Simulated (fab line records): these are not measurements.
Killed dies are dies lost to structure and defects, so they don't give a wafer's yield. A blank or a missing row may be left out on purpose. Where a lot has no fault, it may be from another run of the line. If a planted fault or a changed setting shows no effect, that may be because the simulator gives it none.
Struck lot and sound lot, side by side	flow sfq_line	14 steps out of a route of 325
Sound: wafers L682.1, L682.4, L682.5. Wafers struck: L693.2, L693.4, L693.5. The cause comes at the end.
Order at every step that has rows: each side's tool, ch and its chambers, its first start. Under that, the readings that differ: sound wafers	struck wafers	difference of the means	sigmas: that difference in standard deviations of wafers without a fault.
alike: readings with means less than 2 such deviations apart, plus words and numbers identical on both sides. not compared: withheld readings, readings lacking a value on some wafer, bounds such as >300 that could conceal the same value, and numbers that have no deviation in the record and whose values overlap.
A row with sigmas, a row that says differs or no value, or rows on one side alone: a step with any of these is where the two part. Numbers that have no deviation but don't overlap get no sigmas and don't part them. A reading that every wafer of one side lacks parts them only if that side has two wafers or more.

first, 6 steps without rows for these wafers: SFQ_TRILAYER_M2_LITHO_COAT_062 (resist thk 62 nm); SFQ_TRILAYER_M2_LITHO_COAT_057 (resist thk 600 nm); SFQ_TRILAYER_M2_LITHO_SOFTBAKE_061; SFQ_TRILAYER_M2_LITHO_EXPOSE_058 (exposes mask M2, target cd 500 nm); SFQ_TRILAYER_M2_LITHO_PEB_060 (peb time 60 s); SFQ_TRILAYER_M2_LITHO_DEVELOP_059 (time 60 s).
SFQ_M2_OVL_MEAS_916:
  sound on overlay-02 at day 25 18:20; struck on overlay-01 at day 30 22:55
  alike: M2_OVL
SFQ_TRILAYER_M2_BARC_OPEN_METAL_ETCH_077: etches BARC in O2, target depth 125 nm, time 41.7 s.
  sound on rie_metal-02 ch 0,1, day 25 18:23; struck on rie_metal-04 ch 0,1, day 30 22:57
  alike: chamber_pressure_mTorr, drypump_motor_current_A, oes_product_au
  not compared: rf_hours_counter_h
SFQ_TRILAYER_M2_ETCH_METAL_ETCH_060: etches Nb in Cl2/Ar, stops on SiO2, target depth 240 nm, time 120 s.
  sound on rie_metal-02 ch 0,1, day 25 18:26; struck on rie_metal-04 ch 0,1, day 30 23:01
  alike: chamber_pressure_mTorr, drypump_motor_current_A, oes_product_au
  not compared: rf_hours_counter_h
SFQ_TRILAYER_M2_STRIP_STRIP_061: strips in O2.
  sound on rie_metal-02 ch 0,1, day 25 18:34; struck on rie_metal-04 ch 0,1, day 30 23:08
  alike: chamber_pressure_mTorr, drypump_motor_current_A, oes_product_au
  not compared: rf_hours_counter_h
then, 1 step without rows for these wafers: SFQ_TRILAYER_M2_STRIP_SOLV_CLEAN_062 (cleans in NMP, time 600 s).
SFQ_TRILAYER_I2_DEP_PECVD_063: deposits SiO2 from SiH4/N2O, time 111.11 s, target thk 500 nm.
  sound on pecvd-04 ch 1, day 25 19:20; struck on pecvd-02 ch 0,2, day 30 23:55
reading	sound	struck	difference	sigmas
heater_power_w (W)	56 58 60	87 103 90	+35	+2
run_length_s (s)	139.5 140.5 139.6	152.4 151.7 152.6	+12.4	+20
showerhead_vpp_V (V)	896 887 896	765 855 771	-96	-2
model.SiO2_of_TRILAYER_I2_DEP_PECVD_063.thk_nm (nm)	497.3 509.3 499.5	556.1 556.5 563.7	+56.7	
  alike: susceptor_temp_C, throttle_valve_pct
SFQ_TRILAYER_I2_CMP_CMP_064: polishes SiO2.
  sound on cmp-02 ch 0,1, day 25 20:53; struck on cmp-01 ch 2,3, day 31 00:34
reading	sound	struck	difference	sigmas
time_to_endpoint_s (s)	219 224 223	258 254 257	+34	+5
  alike: edge_zone_pressure_frac, head_pressure_psi, motor_current_A
SFQ_I2_BOW_MEAS_917:
  sound on film_metro-02 at day 25 23:34; struck on film_metro-04 at day 31 03:35
  alike: I2_BOW

WHERE THEY PART
First at SFQ_TRILAYER_I2_DEP_PECVD_063; last, within this record, at SFQ_TRILAYER_I2_CMP_CMP_064. Later steps at which nothing parts them and some readings are alike: SFQ_I2_BOW_MEAS_917.

WHY: what the simulator had put in
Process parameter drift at SFQ_TRILAYER_I2_DEP_PECVD_063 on pecvd-02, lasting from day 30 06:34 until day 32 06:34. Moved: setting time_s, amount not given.
